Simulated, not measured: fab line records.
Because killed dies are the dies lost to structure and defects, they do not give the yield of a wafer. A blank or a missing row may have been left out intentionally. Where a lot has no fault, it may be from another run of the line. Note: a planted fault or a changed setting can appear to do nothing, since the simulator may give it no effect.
Chamber matching | flow sky130 | 3 sister chambers for SKY_CAP2M_CVD_00 on pecvd-02
The step deposits SiO2, target thk 15.5 nm. 3 wafers are shown with their chamber, then 12 later ones without.

== WAFERS WITH THEIR CHAMBER ==
wafer  | chamber | heaterPowerW (W)
L084.6 | 1       | 735
L085.4 | 2       | 704
L085.6 | 0       | 732

== WAFERS MISSING THEIR CHAMBER ==
wafer  | heaterPowerW (W)
L090.3 | 683
L090.5 | 742
L090.6 | 669
L092.4 | 702
L092.5 | 675
L092.6 | 689
L094.3 | 653
L094.4 | 640
L094.5 | 751
L096.1 | 746
L096.3 | 609
L096.6 | 626

== EACH ONE'S CHAMBER ==
wafer  | from the rows above          | in truth
L090.3 | can't be placed: 2 or 0 or 1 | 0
L090.5 | can't be placed: 1 or 0 or 2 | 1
L090.6 | can't be placed: 2 or 0 or 1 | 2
L092.4 | can't be placed: 2 or 0 or 1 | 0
L092.5 | can't be placed: 2 or 0 or 1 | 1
L092.6 | can't be placed: 2 or 0 or 1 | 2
L094.3 | can't be placed: 2 or 0 or 1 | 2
L094.4 | can't be placed: 2 or 0 or 1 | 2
L094.5 | can't be placed: 1 or 0 or 2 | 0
L096.1 | can't be placed: 1 or 0 or 2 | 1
L096.3 | can't be placed: 2 or 0 or 1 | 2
L096.6 | can't be placed: 2 or 0 or 1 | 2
Correctly placed: 0 of 12. Not placeable from these rows: 12 (in 12, the candidates include the true chamber). 0 placed wrongly.
How it was worked out, from the rows above alone: a wafer's distance from a chamber is the root of the sum, over the readings, of the square of ((its reading less the chamber's mean) divided by the reading's scatter). If the next closest chamber is less than 2 further off than the closest, the wafer can't be placed; otherwise it belongs to the closest. The mean given for a chamber averages the wafers shown for that chamber. The scatter: with one shown wafer a chamber, the root of the mean of the squares of how far each hidden wafer lies from its nearest shown one.
